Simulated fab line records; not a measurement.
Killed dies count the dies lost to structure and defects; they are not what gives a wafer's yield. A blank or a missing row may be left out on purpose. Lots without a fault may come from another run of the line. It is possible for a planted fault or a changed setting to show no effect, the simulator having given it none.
The tool behind it: which one?    flow gf180mcu    11 lots, 33 wafers sampled, at 2 steps of a route of 602

## WHAT THE GAUGES READ, wafer by wafer
GF_MVPSD_TW_MEAS_11.
lot   measured      on             MVPSD_TW
L438  day 5 18:22   film-metro-03  557.6 554.2 556.7
L440  day 6 00:37   film-metro-03  562.1 556.6 557.2
L439  day 6 02:04   film-metro-02  558.6 557.3 559.0
L442  day 6 12:19   film-metro-03  557.9 557.9 556.0
L445  day 7 04:11   film-metro-02  572.1 569.8 574.5 574.0 571.2 574.4
L446  day 7 12:28   film-metro-03  577.3 575.0 572.9 576.1 577.9 574.9
L447  day 7 18:58   film-metro-02  553.9 555.8 553.0
L453  day 9 07:53   film-metro-03  559.4 562.1 558.4
L457  day 10 04:20  film-metro-03  558.6 560.7 562.0
L458  day 10 11:10  film-metro-02  556.2 554.2 554.0
L459  day 10 16:59  film-metro-02  556.6 555.0 551.0

## EACH LOT AND THE TOOL THAT RAN IT (in order: tool; ch and the chambers of the sampled wafers; start)
lot   GF_MVPSD_IMPLANT_09
L438  implanter-03 ch 0, day 5 18:08
L440  implanter-03 ch 0, day 6 00:22
L439  implanter-04 ch 0, day 6 01:50
L442  implanter-01 ch 0, day 6 12:04
L445  implanter-04 ch 0, day 7 03:56
L446  implanter-04 ch 0, day 7 12:13
L447  implanter-03 ch 0, day 7 18:43
L453  implanter-03 ch 0, day 9 07:38
L457  implanter-01 ch 0, day 10 04:05
L458  implanter-04 ch 0, day 10 10:55
L459  implanter-04 ch 0, day 10 16:44
- GF_MVPSD_IMPLANT_09

## THE ANSWER, worked out from the rows above alone
Rule: the lots themselves supply what counts as usual. The widest of any qualifying gaps counts: lots, ordered by their means at a reading, are off when they make up no more than a third of the lots, leave a main group of 4 or more, and stand apart from it by 3 or more times the standard deviation of that group's means. If all means in a main group match to the digits the tables above print for the reading, that group is not used. Also off: a lot with no number at a reading for which 4 or more lots have one. Where the step has rows for the other lots, those lots are counted as sound.
Off: at GF_MVPSD_TW_MEAS_11 (MVPSD_TW), L445, L446. The main group: mean 557.1, standard deviation 2.3.
If a tool, at a process step before that reading, ran all the lots that are off and no sound lot after the first of them, it fits. Those tools and the gauges at GF_MVPSD_TW_MEAS_11 are tried in the same way. None of those tried fits.

## WHAT THE SIMULATOR HAD INSERTED
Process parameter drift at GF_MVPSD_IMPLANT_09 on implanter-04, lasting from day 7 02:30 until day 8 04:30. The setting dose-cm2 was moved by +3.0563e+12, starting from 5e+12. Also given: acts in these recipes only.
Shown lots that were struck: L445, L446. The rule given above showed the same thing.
